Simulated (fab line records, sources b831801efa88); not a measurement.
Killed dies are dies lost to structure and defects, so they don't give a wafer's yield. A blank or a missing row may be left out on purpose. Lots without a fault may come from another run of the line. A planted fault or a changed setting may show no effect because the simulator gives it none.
Problem report in the 8D (eight disciplines) form, filled by code | flow gf180mcu | the parts of the form that need people (team, actions taken, sign-off) are left out

1. THE PROBLEM
run_length_s at GF_POLY_GATE_ETCH_13 reads a mean of 92.8 s on 3 wafers of 3 lots; wafers without a fault read 98.0 s with a standard deviation of 0.44. That is -12 standard deviations from the usual mean.
The step: etches poly-Si in HBr/Cl2, stops on SiO2, target depth 198.5 nm, time 69.6 s.
First seen on wafer L540.4, day 11 09:45, on rie_si-02. The record holds 42 wafers of 14 lots with a number at this step. Rule for "out", or "out of limits": more than 4 standard deviations from the usual mean. The other wafers with a number count as sound.

2. WHAT IT IS AND WHAT IT IS NOT
question                    | is                           | is not
which readings at this step | run_length_s, oes_product_au | drypump_motor_current_A, throttle_valve_pct
which lots                  | L540, L541, L542             | L534, L535, L536, L537, L549, L551, L552, L553, L554, L555, L556
which wafers of those lots  | L540.4, L541.3, L542.3       | L540.3, L540.6, L541.2, L541.4, L542.1, L542.4
read on which tools         | rie_si-02                    | rie_si-01
when                        | from day 11 09:45            | up to then (14 sound wafers); but 25 sound wafers of L541, L542, L549, L551, L552, L553, L554, L555, L556 came after

3. SUSPECTS, AND WHAT RULES EACH OUT
Counting: a tool at a process step up to the reading stays a suspect if it ran every lot that is out. Sound lots after the first of them don't rule it out here, since some wafers of a struck lot are sound.
- rie_si-02 at GF_POLY_GATE_ETCH_13 (etches poly-Si in HBr/Cl2, stops on SiO2, target depth 198.5 nm, time 69.6 s): kept. It ran every lot that is out, first L540 (day 11 09:45); its last sound lot up to then is L537 (day 10 09:28). Its own readings are out on those wafers: oes_product_au, run_length_s.
- Within rie_si-02 at GF_POLY_GATE_ETCH_13: the wafers that are out ran in chamber 2; their sound lot-mates ran in chambers 0, 1.
Left after counting: rie_si-02 at GF_POLY_GATE_ETCH_13.

4. THE CAUSE (what the simulator had put in)
Process parameter drift: rie_si-02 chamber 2, from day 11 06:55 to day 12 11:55, at GF_POLY_GATE_ETCH_13. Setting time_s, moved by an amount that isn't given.
Counting left only this tool.

5. THE CHAIN OF EFFECTS, in route order
Each row: a reading whose mean over the struck wafers that have a number lies more than 3 standard deviations from the usual. Only readings for which the record gives a usual standard deviation are gone through. hours: the time from each lot's start at the first step in this table that gives one to its start at this step, as a median over the lots. sigmas: the change in usual standard deviations.
hours | step                    | reading         | usual      | on struck wafers | change | sigmas
0     | GF_POLY_GATE_ETCH_13    | oes_product_au  | 0.925 a.u. | 0.996            | +0.071 | +8.0
0     | GF_POLY_GATE_ETCH_13    | run_length_s    | 98.0 s     | 92.8             | -5.2   | -12
478   | GF_PASSIVATION_PROBE_99 | killed_at_other | 0.1        | 1.0              | +0.9   | +3.9
The process steps in it:
- GF_POLY_GATE_ETCH_13: etches poly-Si in HBr/Cl2, stops on SiO2, target depth 198.5 nm, time 69.6 s.
- GF_PASSIVATION_PROBE_99
Later measuring or inspecting steps at which every struck wafer that the step has a row for has a number for every such reading, and none has moved that far: GF_HV_LDD_CD_MEAS_07.

6. WHAT WOULD HAVE CAUGHT IT SOONER
In this record the first reading out of limits was taken at day 11 09:45, 3 hours after the fault began at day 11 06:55.
